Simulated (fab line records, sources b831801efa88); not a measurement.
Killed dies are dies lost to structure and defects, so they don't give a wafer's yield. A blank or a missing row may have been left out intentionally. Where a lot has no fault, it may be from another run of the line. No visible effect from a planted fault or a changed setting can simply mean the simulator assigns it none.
Which of the tools did it? | flow gf180mcu | Sampling: 13 lots, 39 wafers, 5 of 602 route steps

## WHAT EACH GAUGE READ, for each wafer
GF_STI_THK_MEAS_04.
lot  | measured    | on            | STI_CVD_03_THK (nm)
L736 | day 1 13:34 | film-metro-03 | 210.5 209.4 210.1
L738 | day 2 01:08 | film-metro-02 | 207.5 208.5 206.6
L739 | day 2 04:34 | film-metro-04 | 205.8 206.4 206.4
L740 | day 2 10:55 | film-metro-03 | 207.5 206.5 206.9
L741 | day 2 14:34 | film-metro-04 | 208.6 210.0 208.9
L743 | day 3 00:44 | film-metro-03 | 236.4 237.2 235.5
L744 | day 3 05:34 | film-metro-03 | 204.8 206.8 204.2
L745 | day 3 11:56 | film-metro-02 | 234.6 233.5 231.4
L746 | day 3 16:17 | film-metro-02 | 235.8 235.9 237.2
L756 | day 5 19:35 | film-metro-03 | 207.0 207.0 206.4
L757 | day 5 23:59 | film-metro-02 | 206.6 207.8 208.0
L758 | day 6 04:36 | film-metro-02 | 209.3 207.8 207.9
L759 | day 6 08:35 | film-metro-02 | 208.1 207.6 207.6

GF_M2_OVL_MEAS_15.
lot  | measured     | on         | M2_OVL (nm)
L736 | day 18 23:47 | overlay-01 | -2 -1 2
L738 | day 19 23:26 | overlay-01 | 0 -4 0
L739 | day 20 11:44 | overlay-01 | -1 7 5
L740 | day 20 17:14 | overlay-02 | 7 3 9
L741 | day 21 02:32 | overlay-02 | -8 -3 -6
L743 | day 21 22:36 | overlay-02 | 4 2 5
L744 | day 22 15:41 | overlay-02 | 11 4 7
L745 | day 23 13:17 | overlay-02 | 9 -1 12
L746 | day 23 15:50 | overlay-02 | 7 -3 5
L756 | day 26 05:58 | overlay-01 | 3 5 -3
L757 | day 26 15:14 | overlay-02 | 14 12 6
L758 | day 26 23:02 | overlay-02 | 1 -2 -4
L759 | day 27 03:15 | overlay-02 | -3 2 -11

GF_V3_OVL_MEAS_15.
lot  | measured     | on         | V3_OVL (nm)
L736 | day 22 04:58 | overlay-02 | -5 -1 -9
L738 | day 23 02:07 | overlay-02 | -1 -12 3
L739 | day 23 14:11 | overlay-01 | 3 4 9
L740 | day 23 19:53 | overlay-01 | -4 0 -8
L741 | day 24 04:29 | overlay-02 | -7 0 -10
L743 | day 24 23:50 | overlay-02 | 1 -3 7
L744 | day 25 15:41 | overlay-01 | 11 -4 1
L745 | day 26 10:35 | overlay-02 | 0 -7 -2
L746 | day 26 12:32 | overlay-01 | -7 -6 -14
L756 | day 28 22:17 | overlay-01 | 10 7 -2
L757 | day 29 06:23 | overlay-01 | -3 -2 -12
L758 | day 29 13:38 | overlay-01 | -4 -4 -2
L759 | day 29 18:29 | overlay-02 | -7 -5 -5

## WHAT TOOL EACH LOT RAN ON (gives the tool, then ch and the chambers of the sampled wafers, and finally the start)
lot  | GF_STI_CVD_03              | GF_STI_ETCH_13
L736 | lpcvd-01 ch 0, day 1 11:34 | rie-diel-04 ch 1,3, day 2 01:35
L738 | lpcvd-01 ch 0, day 1 22:10 | rie-diel-01 ch 2,3, day 2 13:17
L739 | lpcvd-02 ch 0, day 2 02:34 | rie-diel-02 ch 0,2,3, day 2 16:23
L740 | lpcvd-02 ch 0, day 2 08:56 | rie-diel-01 ch 0,2,3, day 2 23:04
L741 | lpcvd-01 ch 0, day 2 12:34 | rie-diel-01 ch 0,1, day 3 02:37
L743 | lpcvd-02 ch 0, day 2 22:44 | rie-diel-02 ch 0,1,2, day 3 13:17
L744 | lpcvd-01 ch 0, day 3 03:34 | rie-diel-01 ch 1,2,3, day 3 18:19
L745 | lpcvd-02 ch 0, day 3 09:56 | rie-diel-04 ch 0,1,3, day 4 01:08
L746 | lpcvd-02 ch 0, day 3 14:17 | rie-diel-01 ch 0,2,3, day 4 05:32
L756 | lpcvd-01 ch 0, day 5 16:36 | rie-diel-02 ch 0,3, day 6 10:37
L757 | lpcvd-01 ch 1, day 5 21:00 | rie-diel-02 ch 0,1,2, day 6 14:47
L758 | lpcvd-01 ch 1, day 6 01:37 | rie-diel-04 ch 2,3, day 6 20:02
L759 | lpcvd-02 ch 1, day 6 06:34 | rie-diel-02 ch 0,1,3, day 6 23:11
- GF_STI_CVD_03: deposits Si3N4 from DCS/NH3, target thk 207.16 nm, time 3551 s.
- GF_STI_ETCH_13: etches the open film in CHF3/O2, stops on Si, target depth 282.31 nm, time 112.9 s.

## AS READ BY THE TOOLS THEMSELVES (means over the sampled wafers that have a number; for cases with no such wafer, the mark the record gives instead)
GF_STI_ETCH_13.
lot  | tool        | drypump-motor-current-A (A) | oes-product-au (a.u.) | throttle-valve-pct (%)
L736 | rie-diel-04 | 4.8                         | 0.836                 | 8.809
L738 | rie-diel-01 | 6.2                         | 0.831                 | 8.808
L739 | rie-diel-02 | 5.5                         | 0.832                 | 8.808
L740 | rie-diel-01 | 6.2                         | 0.835                 | 8.812
L741 | rie-diel-01 | 6.2                         | 0.837                 | 8.808
L743 | rie-diel-02 | 5.9                         | 0.895                 | 8.829
L744 | rie-diel-01 | 6.4                         | 0.832                 | 8.816
L745 | rie-diel-04 | 5.3                         | 0.888                 | 8.826
L746 | rie-diel-01 | 6.2                         | 0.899                 | 8.833
L756 | rie-diel-02 | 5.4                         | 0.834                 | 8.807
L757 | rie-diel-02 | 5.9                         | 0.831                 | 8.805
L758 | rie-diel-04 | 5.5                         | 0.834                 | 8.803
L759 | rie-diel-02 | 5.8                         | 0.830                 | 8.800

## THE ANSWER, worked out from the rows above alone
Rule: the usual values come from the lots themselves. Put in order of their means at a reading, lots are off if they are a third of the lots or fewer, leave a main group of 4 or more, and stand apart from it by a gap of 3 or more times the standard deviation of the main group's means; of several such gaps the widest counts. A main group is skipped when, at the precision printed for the reading in the tables above, its means are all equal. Also off: a lot with no number at a reading for which 4 or more lots have one. Any other lot the step has rows for is counted as sound. Order of review: gauges by route order, followed by the tools' own readings, for which a lot's mean as printed above is used. At the first step where some lot is off, the reading lying furthest off is the one used; lots without a number count as furthest.
Off: L743, L745, L746, seen at GF_STI_THK_MEAS_04 (STI_CVD_03_THK). The main group has a mean of 207.6 nm with a standard deviation of 1.3.
If a tool, at a process step before that reading, ran all the lots that are off and no sound lot after the first of them, it fits. The gauges at GF_STI_THK_MEAS_04 aren't tried: what is off there is off at GF_STI_ETCH_13 too, on other tools, and a gauge's error can't cause that. No candidate that was tried fits.

## WHAT THE SIMULATOR HAD INSERTED
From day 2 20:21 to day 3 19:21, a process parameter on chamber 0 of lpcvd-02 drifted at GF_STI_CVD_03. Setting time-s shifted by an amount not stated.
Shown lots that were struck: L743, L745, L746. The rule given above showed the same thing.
